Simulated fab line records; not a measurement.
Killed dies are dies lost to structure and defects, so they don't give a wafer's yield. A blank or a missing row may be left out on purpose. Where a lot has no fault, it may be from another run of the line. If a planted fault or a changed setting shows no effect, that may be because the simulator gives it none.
Which tool did it?	flow sfq_line	42 wafers from 14 lots sampled at 3 of the route's 325 steps

WHAT THE GAUGES READ, wafer by wafer
Not one reading of a measure or inspect step in the record can be checked against a usual standard deviation.

WHAT TOOL EACH LOT RAN ON (gives the tool, then ch and the chambers of the sampled wafers, and finally the start)
lot	SFQ_TRILAYER_I4_CMP_CMP_100	SFQ_TRILAYER_I4_METRO_MEASURE_101	SFQ_TRILAYER_I4_VIA_ETCH_VIA_ETCH_106
L483	cmp-01 ch 1,3, day 36 01:24	film_metro-02, day 36 04:13	rie_diel-04 ch 1,2, day 39 19:39
L484	cmp-01 ch 0,3, day 36 03:54	film_metro-04, day 36 07:13	rie_diel-02 ch 0,1,2, day 39 23:15
L486	cmp-02 ch 0,2,3, day 36 14:35	film_metro-01, day 36 17:42	rie_diel-01 ch 0,2,3, day 40 09:51
L488	cmp-01 ch 1,2,3, day 37 00:54	film_metro-02, day 37 04:01	rie_diel-04 ch 0,1,2, day 40 23:03
L489	cmp-01 ch 0,1,3, day 37 10:54	film_metro-02, day 37 13:13	rie_diel-04 ch 0,2,3, day 41 09:57
L491	cmp-02 ch 1,2,3, day 37 17:35	film_metro-04, day 37 21:06	rie_diel-01 ch 0,1,3, day 41 17:09
L492	cmp-01 ch 1,3, day 37 21:54	film_metro-01, day 38 01:01	rie_diel-02 ch 0,2,3, day 41 21:57
L494	cmp-02 ch 0,1, day 38 11:35	film_metro-04, day 38 14:42	rie_diel-04 ch 0,1,2, day 42 14:43
L495	cmp-01 ch 0,1, day 38 15:54	film_metro-02, day 38 19:13	rie_diel-01 ch 0,1, day 43 23:49
L500	cmp-02 ch 0,1,2, day 40 04:35	film_metro-01, day 40 07:06	rie_diel-02 ch 1,2,3, day 45 03:25
L501	cmp-02 ch 1,2,3, day 40 09:35	film_metro-04, day 40 12:42	rie_diel-04 ch 0,1,2, day 45 10:37
L504	cmp-01 ch 1,2,3, day 41 13:49	film_metro-04, day 41 15:56	rie_diel-02 ch 0,2,3, day 46 12:34
L505	cmp-01 ch 0,1,2, day 41 16:49	film_metro-02, day 41 19:32	rie_diel-01 ch 1,2, day 46 14:58
L506	cmp-01 ch 0,3, day 41 18:49	film_metro-01, day 41 22:08	rie_diel-01 ch 1,2, day 46 18:34
- SFQ_TRILAYER_I4_CMP_CMP_100: polishes SiO2.
- SFQ_TRILAYER_I4_METRO_MEASURE_101
- SFQ_TRILAYER_I4_VIA_ETCH_VIA_ETCH_106: etches SiO2 in CHF3, stops on Nb, target depth 260 nm.

AS READ BY THE TOOLS THEMSELVES (means over the sampled wafers that have a number; for cases with no such wafer, the mark the record gives instead)
SFQ_TRILAYER_I4_CMP_CMP_100.
lot	tool	head_pressure_psi (psi)	motor_current_A (A)	time_to_endpoint_s (s)
L483	cmp-01	2.997	9.3	210
L484	cmp-01	2.995	9.3	219
L486	cmp-02	2.996	10.6	219
L488	cmp-01	3.006	9.7	213
L489	cmp-01	3.004	9.4	216
L491	cmp-02	3.006	10.1	215
L492	cmp-01	3.001	9.4	209
L494	cmp-02	3.005	9.4	224
L495	cmp-01	3.001	9.8	209
L500	cmp-02	3.003	9.7	238
L501	cmp-02	3.005	10.4	230
L504	cmp-01	2.999	9.5	210
L505	cmp-01	3.000	9.7	220
L506	cmp-01	2.996	9.4	218

SFQ_TRILAYER_I4_METRO_MEASURE_101.
lot	tool	thk_nm (nm)
L483	film_metro-02	200.7
L484	film_metro-04	201.3
L486	film_metro-01	201.1
L488	film_metro-02	199.5
L489	film_metro-02	198.7
L491	film_metro-04	199.4
L492	film_metro-01	199.2
L494	film_metro-04	200.0
L495	film_metro-02	199.7
L500	film_metro-01	180.7
L501	film_metro-04	181.9
L504	film_metro-04	199.0
L505	film_metro-02	200.1
L506	film_metro-01	198.4

SFQ_TRILAYER_I4_VIA_ETCH_VIA_ETCH_106.
lot	tool	drypump_motor_current_A (A)	oes_product_au (a.u.)
L483	rie_diel-04	5.8	0.859
L484	rie_diel-02	6.1	0.859
L486	rie_diel-01	5.6	0.855
L488	rie_diel-04	5.8	0.854
L489	rie_diel-04	5.8	0.848
L491	rie_diel-01	5.5	0.855
L492	rie_diel-02	6.0	0.851
L494	rie_diel-04	5.8	0.855
L495	rie_diel-01	5.1	0.851
L500	rie_diel-02	6.0	0.811
L501	rie_diel-04	5.8	0.811
L504	rie_diel-02	6.0	0.856
L505	rie_diel-01	6.0	0.852
L506	rie_diel-01	6.0	0.852

THE ANSWER, worked out from the rows above alone
Rule: the lots themselves supply what counts as usual. Put in order of their means at a reading, lots are off if they are a third of the lots or fewer, leave a main group of 4 or more, and stand apart from it by a gap of 3 or more times the standard deviation of the main group's means; of several such gaps the widest counts. Not used: any main group whose means are identical at the precision the tables above print for the reading. Also off: a lot with no number at a reading for which 4 or more lots have one. All remaining lots with rows at the step are treated as sound. First the gauges in route order, then the tools' own readings, where a lot's mean is used as printed above. At the first step where some lot is off, the reading lying furthest off is the one used; lots without a number count as furthest.
Off: L500, L501 (SFQ_TRILAYER_I4_METRO_MEASURE_101, thk_nm). The main group: mean 199.8 nm, standard deviation 0.88.
A tool fits if, at that step or a process step before it, it ran every lot that is off, and no sound lot after the first of them. One candidate fits, namely cmp-02 at SFQ_TRILAYER_I4_CMP_CMP_100. Its last sound lot is L494 (day 38 11:35), its first lot that is off L500 (day 40 04:35): a fault that began between those two fits.

WHAT HAD BEEN PUT IN BY THE SIMULATOR
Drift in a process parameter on cmp-02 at SFQ_TRILAYER_I4_CMP_CMP_100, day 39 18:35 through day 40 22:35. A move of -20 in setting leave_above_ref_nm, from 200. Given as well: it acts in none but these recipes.
Shown lots that were struck: L500, L501. The rule above found the same.
